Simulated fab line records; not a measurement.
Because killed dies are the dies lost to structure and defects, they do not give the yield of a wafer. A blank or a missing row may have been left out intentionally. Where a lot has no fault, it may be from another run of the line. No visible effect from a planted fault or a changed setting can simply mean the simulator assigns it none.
Matching of chambers    flow gf180mcu    GF_V1_CMP_26 on cmp-02 has 4 sister chambers
The step polishes, stops on SiO2, t overpolish 15 s, target thk 0 nm. 8 wafers are shown with their chamber, then 7 later ones without.

EACH WAFER AND ITS CHAMBER
wafer   chamber  motor_current_A (A)  time_to_endpoint_s (s)
L313.1  0        11.5                 91
L315.2  2        11.0                 86
L315.3  0        11.9                 88
L316.2  1        10.1                 91
L316.4  3        11.0                 88
L316.6  1        10.8                 92
L329.3  3        10.8                 84
L329.4  2        11.8                 78

WAFERS MISSING THEIR CHAMBER
wafer   motor_current_A (A)  time_to_endpoint_s (s)
L329.6  11.2                 82
L331.2  11.0                 83
L331.4  11.2                 85
L331.6  11.3                 81
L333.3  11.3                 87
L333.4  10.6                 87
L333.5  11.3                 86

THE CHAMBER EACH PASSED THROUGH
wafer   from the rows above                in truth
L329.6  can't be placed: 2 or 3            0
L331.2  can't be placed: 3 or 2 or 0 or 1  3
L331.4  can't be placed: 3 or 2 or 0 or 1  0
L331.6  can't be placed: 2 or 3            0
L333.3  can't be placed: 3 or 0 or 2 or 1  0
L333.4  can't be placed: 3 or 1 or 2       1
L333.5  can't be placed: 3 or 2 or 0 or 1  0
0 of 7 placed correctly. Cannot be placed on the basis of these rows: 7; the candidates contain the true chamber in 5. Placed wrongly: 0.
How it was worked out, from the rows above alone: a wafer's distance from a chamber is the root of the sum, over the readings, of the square of ((its reading less the chamber's mean) divided by the reading's scatter). If the next closest chamber is less than 2 further off than the closest, the wafer can't be placed; otherwise it belongs to the closest. A chamber's mean is the mean of its shown wafers. The scatter: the root of (the sum of the squares of (reading less its chamber's mean) over the shown wafers, divided by (wafers less chambers)).
